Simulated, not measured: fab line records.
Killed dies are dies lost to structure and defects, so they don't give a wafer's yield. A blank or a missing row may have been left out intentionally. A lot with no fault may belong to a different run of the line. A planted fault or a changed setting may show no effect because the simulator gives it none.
Matching of chambers	flow sky130	SKY_LI_CONTACT_CMP_02 on cmp-01 has 4 sister chambers
The step polishes PSG. 8 wafers are shown with their chamber, then 7 later ones without.

WAFERS WITH THEIR CHAMBER
wafer	chamber	motorCurrentA (A)	timeToEndpointS (s)
L085.2	1	12.3	38
L085.3	3	13.6	31
L085.6	0	11.2	31
L087.1	0	10.9	37
L087.2	2	10.1	34
L087.4	1	12.2	41
L092.2	2	9.8	30
L092.3	3	13.3	33

WAFERS WITH NO CHAMBER GIVEN
wafer	motorCurrentA (A)	timeToEndpointS (s)
L092.4	11.3	31
L094.3	9.6	35
L094.4	12.4	37
L094.6	12.3	32
L096.1	11.9	36
L096.4	10.7	30
L096.5	10.5	33

CHAMBER TAKEN BY EACH
wafer	from the rows above	in truth
L092.4	0	0
L094.3	2	2
L094.4	1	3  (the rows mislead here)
L094.6	1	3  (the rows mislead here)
L096.1	1	1
L096.4	can't be placed: 0 or 2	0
L096.5	can't be placed: 0 or 2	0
Correct placement for 3 of the 7. Not placeable from these rows: 2 (in 2, the candidates include the true chamber). Placed wrongly: 2.
How it was worked out, from the rows above alone: a wafer's distance from a chamber is the root of the sum, over the readings, of the square of ((its reading less the chamber's mean) divided by the reading's scatter). The wafer belongs to the nearest chamber; if the next one is less than 2 further off, it can't be placed. A chamber's mean is the mean of its shown wafers. How the scatter is found: for the shown wafers, subtract from each reading the mean of its chamber, square and add these, divide the total by (wafers less chambers), then take the root.
